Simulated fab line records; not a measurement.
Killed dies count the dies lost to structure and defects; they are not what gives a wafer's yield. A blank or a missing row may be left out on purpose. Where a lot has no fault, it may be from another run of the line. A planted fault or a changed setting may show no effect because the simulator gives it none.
fab line records | flow sky130
[record] lots = 11 wafers = 32 last-day = 50
route steps=708 shown PWDE@54 NWELL@62 PAD_OPEN@708
lots with no fault: from the same line, run without faults
start-h: start of the lot's first displayed wafer, in hours after the record's first day | wait-h: hours elapsed since this lot's preceding step | " the same as in the row above | L1.1+2: a row that stands for several wafers | - either no value or no given start | * or withheld: withheld | < > ~ a bound
route shown NAME@n: names a module that has steps shown in the file, with the first one's number in the route | usual: average and standard deviation across the fault-free wafers | same: alike in all rows | chamber/n: place in a boat | sites: each site's reading | _std_site: their standard deviation | _edge_site: outer sites' mean less inner sites' | radius-mm: how far each site lies from the wafer's centre | mask NAME#n: copy n | behind: the last tool/chamber to shape the wafer | hold: what put the lot on hold/how long, in hours/how the hold closed | device: which transistor (n, p or np) failed to switch | end of line: at the end of the route, the tests of the same wafers | a step given without rows: its recipe and nothing more | killed: the dies lost at the first sort to structure and to defects; this is not the yield of the wafer | map: dies across one wafer; x = killed, . = not, _ = none there
set.NAME: the run value of the setting; set.NAME@STEP: its run value at that earlier step | model.NAME: the simulator's own value behind a step, which no gauge read
route steps across a sampled set of lots; one table per step, one row per wafer
services: from which hour (start-h, from the record's first day; less than 0 if before it) a tool's chamber was out of use, for how many hours, and why
[[steps]]
[step SKY_PWDE_STRIP_09]
[recipe] chemistry = O2/N2 power-w = 1400 pressure-mtorr = 1500 platen-temp-c = withheld o2-flow-sccm = 3000 n2-flow-sccm = 300 overash-fraction = 0.5
[usual] drypump-motor-current-A = 6.1/0.55 oes-product-au = 0.723/0.0049 strip-time-to-endpoint-s = 36.93/0.11
// columns lot.wafer tool chamber start-h wait-h drypump-motor-current-A oes-product-au rf-hours-counter-h strip-time-to-endpoint-s
L195.4 plasma-asher-03 0 69.69 0.1 6.7 0.723 - 36.88
L195.5 " 1 " " 5.9 0.726 - 36.78
L195.6 " 0 " " 6.7 0.724 - 36.76
L196.1 plasma-asher-03 1 74.96 0.1 5.9 0.719 40 36.87
L196.4 " 1 " " 5.9 0.721 - 36.85
L196.5 " 0 " " 6.7 0.726 - 36.99
L198.1 plasma-asher-01 0 85.81 0.1 6.6 0.716 39 36.96
L198.3 " 1 " " 6.0 0.721 - 37.11
L198.5 " 0 " " 6.6 0.718 - 37.02
L199.2 plasma-asher-03 1 91.16 0.1 5.9 0.719 42 36.60
L199.4 " 1 " " 5.9 0.724 - 36.71
L199.5 " 0 " " 6.7 0.721 - 36.69
L200.2 plasma-asher-03 0 102.61 0.1 6.7 0.716 43 36.90
L200.4 " 1 " " 5.9 0.721 - 36.84
L200.5 " 0 " " 6.7 0.716 - 37.01
L201.1 plasma-asher-01 0 102.78 0.1 6.6 0.722 40 37.10
L201.3 " 0 " " 6.6 0.731 - 37.09
L201.5 " 0 " " 6.6 0.724 - 36.91
L207.4 plasma-asher-01 0 137.39 0.1 6.6 0.717 - 36.88
L207.5 " 1 " " 6.0 0.728 - 36.76
L214.2 plasma-asher-03 1 177.41 0.1 5.9 0.719 5 37.02
L214.4 " 0 " " 6.7 0.715 - 37.01
L214.5 " 0 " " 6.7 0.720 - 37.06
L215.1 plasma-asher-03 0 185.00 0.1 6.7 0.722 6 37.09
L215.3 " 0 " " 6.7 0.724 - 37.21
L215.4 " 1 " " 5.9 0.724 - 37.11
L216.4 plasma-asher-03 0 189.29 0.1 6.7 0.708 - 36.76
L216.5 " 0 " " 6.7 0.731 - 36.81
L216.6 " 1 " " 5.9 0.725 - 36.84
L218.1 plasma-asher-01 1 201.58 0.1 6.0 0.727 50 36.87
L218.4 " 0 " " 6.6 0.724 - 37.04
L218.6 " 1 " " 6.0 0.719 - 36.81
[step SKY_NWELL_DEVELOP_09]
[recipe] wall-angle-deg = 90 developer = TMAH develop-time-s = 60 dev-temp-c = 23
[usual] exhaust-pa = 44.8/0.9
// columns lot.wafer tool chamber start-h wait-h exhaust-pa
L195.4 litho-track-04 0 85 - 43.3
L195.5 " 0 " " 44.5
L195.6 " 0 " " 46.3
L196.1 litho-track-02 0 91 - 45.3
L196.4 " 0 " " 45.7
L196.5 " 0 " " 45.7
L198.1 litho-track-02 0 103 - 45.5
L198.3 " 0 " " 45.4
L198.5 " 0 " " 43.6
L199.2 litho-track-02 0 108 - 44.9
L199.4 " 0 " " 45.3
L199.5 " 0 " " 44.8
L200.2 litho-track-04 0 121 - 44.3
L200.4 " 0 " " 44.6
L200.5 " 0 " " 46.1
L201.1 litho-track-04 0 121 - 44.8
L201.3 " 0 " " 44.1
L201.5 " 0 " " 45.7
L207.4 litho-track-04 0 155 - 44.7
L207.5 " 0 " " 44.6
L214.2 litho-track-02 0 196 - 44.0
L214.4 " 0 " " 44.5
L214.5 " 0 " " 44.0
L215.1 litho-track-03 0 205 - 45.0
L215.3 " 0 " " 45.4
L215.4 " 0 " " 45.6
L216.4 litho-track-02 0 210 - 46.7
L216.5 " 0 " " 45.9
L216.6 " 0 " " 45.9
L218.1 litho-track-02 0 223 - 43.7
L218.4 " 0 " " 44.6
L218.6 " 0 " " 44.6
[step SKY_NWELL_OVL_MEAS_10]
[usual] NWELL_00_OVL = 0.2/1.4
// columns lot.wafer tool chamber start-h wait-h NWELL_00_OVL[nm]
L195.4 overlay-02 - 85.77 - 1.5
L195.5 " - " " -1.0
L195.6 " - " " -1.1
L196.1 overlay-01 - 91.47 - 1.2
L196.4 " - " " 2.6
L196.5 " - " " 2.1
L198.1 overlay-01 - 103.27 - 0.4
L198.3 " - " " 0.2
L198.5 " - " " -3.0
L199.2 overlay-02 - 108.32 - 0.9
L199.4 " - " " 2.1
L199.5 " - " " 1.5
L200.2 overlay-02 - 121.45 - 0.6
L200.4 " - " " -0.3
L200.5 " - " " -0.1
L201.1 overlay-01 - 121.80 - -2.6
L201.3 " - " " 0.3
L201.5 " - " " -1.5
L207.4 overlay-02 - 155.37 - 0.8
L207.5 " - " " -
L214.2 overlay-02 - 196.27 - -1.5
L214.4 " - " " 0.1
L214.5 " - " " -1.0
L215.1 overlay-02 - 205.18 - 1.0
L215.3 " - " " -0.5
L215.4 " - " " 0.3
L216.4 overlay-02 - 210.29 - -3.7
L216.5 " - " " -1.5
L216.6 " - " " -1.1
L218.1 overlay-01 - 223.87 - -0.7
L218.4 " - " " -0.3
L218.6 " - " " 0.6
[step SKY_NWELL_STRIP_14]
[recipe] chemistry = O2/N2 power-w = 1400 pressure-mtorr = 1500 platen-temp-c = withheld o2-flow-sccm = 3000 n2-flow-sccm = 300 overash-fraction = 0.5
[usual] drypump-motor-current-A = 5.6/0.48 oes-product-au = 0.723/0.0045 strip-time-to-endpoint-s = 36.92/0.11
// columns lot.wafer tool chamber start-h wait-h drypump-motor-current-A oes-product-au rf-hours-counter-h strip-time-to-endpoint-s
L195.4 plasma-asher-02 0 86.27 0.1 5.6 0.726 - 36.85
L195.5 " 0 " " 5.6 0.717 - 36.85
L195.6 " 1 " " 5.4 0.722 - 36.87
L196.1 plasma-asher-02 1 91.96 0.1 5.4 0.721 42 37.04
L196.4 " 0 " " 5.6 0.722 - 36.89
L196.5 " 0 " " 5.6 0.725 - 36.96
L198.1 plasma-asher-04 0 103.76 0.1 5.0 0.725 29 36.96
L198.3 " 1 " " 5.3 0.720 - 37.11
L198.5 " 1 " " 5.3 0.723 - 36.93
L199.2 plasma-asher-04 0 108.80 0.1 5.0 0.723 29 36.80
L199.4 " 0 " " 5.0 0.724 - 36.88
L199.5 " 0 " " 5.0 0.720 - 36.97
L200.2 plasma-asher-02 1 121.93 0.1 5.4 0.728 45 37.01
L200.4 " 0 " " 5.6 0.717 - 37.08
L200.5 " 0 " " 5.6 0.715 - 37.10
L201.1 plasma-asher-01 1 122.28 0.1 6.0 0.725 42 36.73
L201.3 " 1 " " 6.0 0.716 - 36.72
L201.5 " 1 " " 6.0 0.720 - 36.82
L207.4 plasma-asher-02 0 155.87 0.1 5.6 0.719 - 36.73
L207.5 " 0 " " 5.6 0.724 - 36.91
L214.2 plasma-asher-02 0 196.75 0.1 5.6 0.725 53 37.03
L214.4 " 0 " " 5.6 0.718 - 37.02
L214.5 " 1 " " 5.4 0.722 - 36.89
L215.1 plasma-asher-02 1 205.67 0.1 5.4 0.723 54 37.05
L215.3 " 1 " " 5.4 0.721 - 36.96
L215.4 " 0 " " 5.6 0.720 - 36.95
L216.4 plasma-asher-04 0 210.79 0.1 5.0 0.724 - 36.82
L216.5 " 1 " " 5.3 0.719 - 36.83
L216.6 " 0 " " 5.0 0.720 - 36.74
L218.1 plasma-asher-02 0 224.35 0.1 5.6 0.726 55 37.04
L218.4 " 0 " " 5.6 0.726 - 37.06
L218.6 " 1 " " 5.4 0.729 - 37.09
[step SKY_NWELL_TW_MEAS_15]
[usual] NWELL_TW = 1830/12
// columns lot.wafer tool chamber start-h wait-h hold NWELL_TW
L195.4 film-metro-01 - 86.36 0.1 - 1845
L195.5 " - " " - 1865
L195.6 " - " " - 1851
L196.1 film-metro-03 - 92.06 0.1 - 1805
L196.4 " - " " - 1812
L196.5 " - " " - 1790
L198.1 film-metro-01 - 103.86 0.1 - 1830
L198.3 " - " " - 1827
L198.5 " - " " - 1842
L199.2 film-metro-02 - 108.91 0.1 - 1817
L199.4 " - " " - 1829
L199.5 " - " " - 1827
L200.2 film-metro-01 - 122.04 0.1 - 1837
L200.4 " - " " - 1838
L200.5 " - " " - 1821
L201.1 film-metro-02 - 122.38 0.1 - 1817
L201.3 " - " " - 1820
L201.5 " - " " - 1815
L207.4 film-metro-02 - 155.96 0.1 await-dispo/0.2h/release 1822
L207.5 " - " " await-dispo/0.2h/release 30
L207.4 film-metro-02 - 156.19 0.2 - 1825
L207.5 " - " " - 30
L214.2 film-metro-03 - 196.86 0.1 - 1827
L214.4 " - " " - 1821
L214.5 " - " " - 1828
L215.1 film-metro-01 - 205.77 0.1 - 1833
L215.3 " - " " - 1831
L215.4 " - " " - 1832
L216.4 film-metro-01 - 210.88 0.1 - 1832
L216.5 " - " " - 1835
L216.6 " - " " - 1841
L218.1 film-metro-01 - 224.45 0.1 - 1827
L218.4 " - " " - 1827
L218.6 " - " " - 1837
[step SKY_NWELL_RTA_28]
[recipe] temp-c = 1050 time-s = 30 idle-temp-c = 650 ramp-up-c-per-s = 150 ramp-down-c-per-s = 90 ambient = N2
[usual] chamber-o2-ppm = 2.000/0.022 lamp-power-pct = 25.31/0.051 wafer_temp_C_max = 1054.9/1.1
// columns lot.wafer tool chamber start-h wait-h chamber-o2-ppm lamp-power-pct wafer_temp_C_max
L195.4 rtp-anneal-02 0 104.06 0.1 2.001 25.28 1053.6
L195.5 " 0 " " 1.967 25.35 1056.6
L195.6 " 0 " " 1.997 25.32 1055.1
L196.1 rtp-anneal-01 0 109.94 0.0 2.007 25.35 1053.8
L196.4 " 0 " " 1.995 25.26 1054.4
L196.5 " 0 " " 2.000 25.27 1054.1
L198.1 rtp-anneal-02 0 122.88 0.0 2.031 25.29 1054.0
L198.3 " 0 " " 1.997 25.39 1054.9
L198.5 " 0 " " 1.989 25.30 1055.6
L199.2 rtp-anneal-01 0 127.85 0.0 2.004 25.31 1056.8
L199.4 " 0 " " 1.984 25.24 1056.7
L199.5 " 0 " " 1.988 25.30 1055.5
L200.2 rtp-anneal-01 0 141.91 0.0 2.006 25.24 1055.0
L200.4 " 0 " " 2.015 25.35 1056.1
L200.5 " 0 " " 2.037 25.31 1053.7
L201.1 rtp-anneal-02 0 142.25 0.0 2.023 25.31 1053.3
L201.3 " 0 " " 2.026 25.24 1055.5
L201.5 " 0 " " 2.047 25.29 1054.6
L207.4 rtp-anneal-01 0 176.14 0.1 2.005 25.37 1056.6
L207.5 " 0 " " 2.018 25.48 1053.4
L214.2 rtp-anneal-01 0 218.24 0.0 1.998 25.24 1053.8
L214.4 " 0 " " 2.008 25.36 1055.5
L214.5 " 0 " " 2.032 25.34 1055.0
L215.1 rtp-anneal-02 0 228.68 0.0 2.003 25.27 1055.6
L215.3 " 0 " " 2.007 25.27 1053.5
L215.4 " 0 " " 2.023 25.25 1054.6
L216.4 rtp-anneal-02 0 234.63 0.1 1.957 25.29 1055.0
L216.5 " 0 " " 1.972 25.32 1052.8
L216.6 " 0 " " 1.964 25.32 1054.4
L218.1 rtp-anneal-01 0 248.04 0.0 1.963 25.28 1055.8
L218.4 " 0 " " 2.021 25.25 1058.0
L218.6 " 0 " " 2.011 25.30 1055.4
[step SKY_PAD_OPEN_PROBE_99]
[usual] killed_at_M0_to_M3 = 42/7.3 killed_at_M4_up = 3.2/1.8 killed-at-contacts = 25/5.2 killed-at-front-end = 15/4.6 killed-at-other = 0.3/0.62 killed-dies = 85/9.9 killed-on-rim = 17/3.9 killed-open = 46/7.1 killed-short = 38/5.7
[same] gross-dies = 492 killed-at-back-side = 0
// columns lot.wafer tool chamber start-h wait-h hold killed_at_M0_to_M3 killed_at_M4_up killed-at-contacts killed-at-front-end killed-at-other killed-dies killed-on-rim killed-open killed-short
L196.1 prober-02 - 1086.12 0.1 - 53 3 23 27 0 106 20 62 44
L196.4 prober-02 - 1086.27 0.2 - 38 6 25 11 0 80 22 46 34
L196.5 prober-02 - 1086.32 0.2 - 44 2 26 16 0 88 22 55 33
L198.1 prober-01 - 1095.04 0.1 - 49 2 36 18 0 105 15 58 47
L198.3 prober-01 - 1095.14 0.2 - 46 4 38 18 0 106 25 61 44
L198.5 prober-01 - 1095.24 0.2 - 30 2 24 24 0 80 16 44 33
L199.2 prober-02 - 1096.09 0.1 - 54 0 19 15 0 88 15 44 44
L199.4 prober-02 - 1096.19 0.2 - 49 3 25 13 2 92 22 49 41
L199.5 prober-02 - 1096.24 0.2 - 48 4 24 7 2 85 21 36 47
L207.4 prober-02 - 1143.14 0.2 await-dispo/2.0h/release 28 7 23 13 2 73 13 38 35
L207.5 prober-02 - 1143.19 0.2 await-dispo/2.0h/release 43 3 25 419 2 492 96 43 42
L214.2 prober-01 - 1180.64 0.1 - 38 2 29 16 0 85 14 48 37
L214.4 prober-01 - 1180.74 0.2 - 35 3 23 20 0 81 17 43 38
L214.5 prober-01 - 1180.79 0.2 - 40 4 20 14 1 79 12 42 35
L215.1 prober-02 - 1186.74 0.1 - 41 6 31 14 0 92 21 50 40
L215.3 prober-02 - 1186.84 0.2 - 58 5 22 17 1 103 16 62 41
L215.4 prober-02 - 1186.89 0.2 - 44 3 19 18 0 84 17 53 29
// killed by level:class
L196.1 VIA1:geometric-particle:open=14 POLY_GATE:geometric-particle:open=9 CONTACT:geometric-particle:open=9 VIA2:geometric-particle:open=9 VIA3:geometric-particle:open=8 VIA1:geometric-particle:short=7 FIELD_ISO:geometric-particle:open=6 CONTACT:geometric-particle:short=6
L196.4 CONTACT:geometric-particle:open=12 LI_CONTACT:geometric-particle:open=9 VIA2:geometric-particle:short=7 VIA1:geometric-particle:open=7 METAL1:geometric-particle:short=5 METAL4:geometric-particle:short=4 FIELD_ISO:geometric-particle:open=3 POLY_GATE:geometric-particle:short=3
L196.5 CONTACT:geometric-particle:open=11 VIA2:geometric-particle:open=11 VIA1:geometric-particle:open=10 POLY_GATE:geometric-particle:open=5 LI_CONTACT:geometric-particle:open=5 CONTACT:geometric-particle:short=4 VIA3:geometric-particle:open=4 VIA1:geometric-particle:short=4
L198.1 CONTACT:geometric-particle:open=11 VIA2:geometric-particle:open=9 LI_CONTACT:geometric-particle:open=8 CONTACT:geometric-particle:short=8 VIA3:geometric-particle:open=8 METAL2:geometric-particle:short=8 VIA1:geometric-particle:open=7 VIA2:geometric-particle:short=7
L198.3 LI_CONTACT:geometric-particle:open=15 VIA1:geometric-particle:open=13 CONTACT:geometric-particle:open=10 VIA2:geometric-particle:open=8 FIELD_ISO:geometric-particle:short=6 METAL1:geometric-particle:short=5 LI_CONTACT:geometric-particle:short=4 LOCAL_INTERCONNECT:geometric-particle:short=4
L198.5 CONTACT:geometric-particle:open=11 VIA1:geometric-particle:open=7 POLY_GATE:geometric-particle:short=6 LI_CONTACT:geometric-particle:open=6 VIA3:geometric-particle:open=5 CONTACT:geometric-particle:short=5 VIA2:geometric-particle:open=5 FIELD_ISO:geometric-particle:short=4
L199.2 CONTACT:geometric-particle:open=12 VIA1:geometric-particle:open=11 METAL1:geometric-particle:short=8 VIA1:geometric-particle:short=8 FIELD_ISO:geometric-particle:short=6 VIA3:geometric-particle:open=6 VIA3:geometric-particle:short=4 VIA2:geometric-particle:short=4
L199.4 VIA1:geometric-particle:open=12 VIA2:geometric-particle:open=11 LI_CONTACT:geometric-particle:open=7 CONTACT:geometric-particle:open=7 METAL2:geometric-particle:short=6 LOCAL_INTERCONNECT:geometric-particle:short=5 VIA1:geometric-particle:short=5 FIELD_ISO:geometric-particle:open=4
L199.5 METAL2:geometric-particle:short=8 LI_CONTACT:geometric-particle:open=7 METAL1:geometric-particle:short=7 VIA1:geometric-particle:short=6 VIA1:geometric-particle:open=6 LOCAL_INTERCONNECT:geometric-particle:short=5 CONTACT:geometric-particle:open=5 VIA3:geometric-particle:open=5
L207.4 CONTACT:geometric-particle:open=10 LI_CONTACT:geometric-particle:open=8 VIA3:geometric-particle:open=7 VIA1:geometric-particle:open=6 METAL2:geometric-particle:short=6 METAL4:geometric-particle:short=6 POLY_GATE:geometric-particle:short=5 FIELD_ISO:geometric-particle:short=4
L207.5 NWELL:area-develop=407 VIA1:geometric-particle:open=9 VIA2:geometric-particle:open=8 LI_CONTACT:geometric-particle:open=7 CONTACT:geometric-particle:open=7 VIA3:geometric-particle:open=6 LOCAL_INTERCONNECT:geometric-particle:short=5 VIA1:geometric-particle:short=5
L214.2 LI_CONTACT:geometric-particle:open=10 VIA1:geometric-particle:open=8 CONTACT:geometric-particle:open=7 VIA1:geometric-particle:short=6 VIA2:geometric-particle:open=6 FIELD_ISO:geometric-particle:short=5 FIELD_ISO:geometric-particle:open=5 METAL2:geometric-particle:short=5
L214.4 CONTACT:geometric-particle:open=10 VIA1:geometric-particle:open=7 FIELD_ISO:geometric-particle:open=6 VIA3:geometric-particle:open=6 POLY_GATE:geometric-particle:open=5 LOCAL_INTERCONNECT:geometric-particle:short=5 CONTACT:geometric-particle:short=4 METAL2:geometric-particle:short=4
L214.5 VIA1:geometric-particle:open=9 METAL2:geometric-particle:short=8 VIA3:geometric-particle:open=6 CONTACT:geometric-particle:open=5 POLY_GATE:geometric-particle:open=4 LOCAL_INTERCONNECT:geometric-particle:open=4 LOCAL_INTERCONNECT:geometric-particle:short=4 METAL1:geometric-particle:open=4
L215.1 VIA2:geometric-particle:open=10 CONTACT:geometric-particle:open=9 VIA1:geometric-particle:open=8 LOCAL_INTERCONNECT:geometric-particle:short=7 VIA3:geometric-particle:open=7 FIELD_ISO:geometric-particle:short=5 LI_CONTACT:geometric-particle:open=5 CONTACT:geometric-particle:short=5
L215.3 VIA1:geometric-particle:open=14 VIA3:geometric-particle:open=11 VIA2:geometric-particle:open=8 FIELD_ISO:geometric-particle:open=7 CONTACT:geometric-particle:open=7 VIA1:geometric-particle:short=7 CONTACT:geometric-particle:short=5 POLY_GATE:geometric-particle:short=4
L215.4 VIA1:geometric-particle:open=13 VIA2:geometric-particle:open=8 METAL2:geometric-particle:short=7 FIELD_ISO:geometric-particle:open=6 CONTACT:geometric-particle:open=6 VIA3:geometric-particle:open=5 POLY_GATE:geometric-particle:open=4 LI_CONTACT:geometric-particle:open=4
[[services]]
// columns tool chamber start-h hours kind
plasma-asher-04 - 54.10 0.7 repair
plasma-asher-03 - 67.44 1.6 repair
plasma-asher-01 - 68.85 14.6 pm
plasma-asher-03 - 108.75 9.0 pm
plasma-asher-03 0 108.75 9.0 vent-cycle
plasma-asher-03 1 108.75 9.0 vent-cycle
plasma-asher-03 0 117.75 - clean
plasma-asher-03 1 117.75 - clean
plasma-asher-03 - 167.15 4.1 repair
plasma-asher-04 - 225.64 15.6 pm
[[key]]
[first-sign] step = SKY_NWELL_OVL_MEAS_10 reading = NWELL_00_OVL direction = missing
[effect] step = SKY_NWELL_TW_MEAS_15 reading = visit direction = added
[effect] step = SKY_NWELL_TW_MEAS_15 reading = NWELL_TW direction = down sigmas = 99+ usual = 1830 struck = 30
[effect] step = SKY_PAD_OPEN_PROBE_99 reading = killed-at-front-end direction = up sigmas = 88 usual = 15 struck = 419
[more-kills-born-at] SKY_NWELL_DEVELOP_09@litho-track-04 = 407
met-at SKY_NWELL_DEVELOP_09
struck-lots L207
struck-wafers L207.5
tester-left-out L207
not-acting-at SKY_PWDE_STRIP_09,SKY_NWELL_STRIP_14,SKY_NWELL_RTA_28
onset-between 121 155
[fault] kind = process-parameter-drift tool = litho-track-04 chamber = - onset-h = 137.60 steps = SKY_NWELL_DEVELOP_09 channel = develop-time-s offset = * shape = step end-h = 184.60 scope = struck-wafers-only acts-in = * stated = *
// tester-left-out: of these lots the tester's yield and bins aren't shown, on N5 and GAA mostly nor the transistor test; their killed dies are dies lost to structure and defects alone, not to doping, threshold or leakage, so they don't give the yield
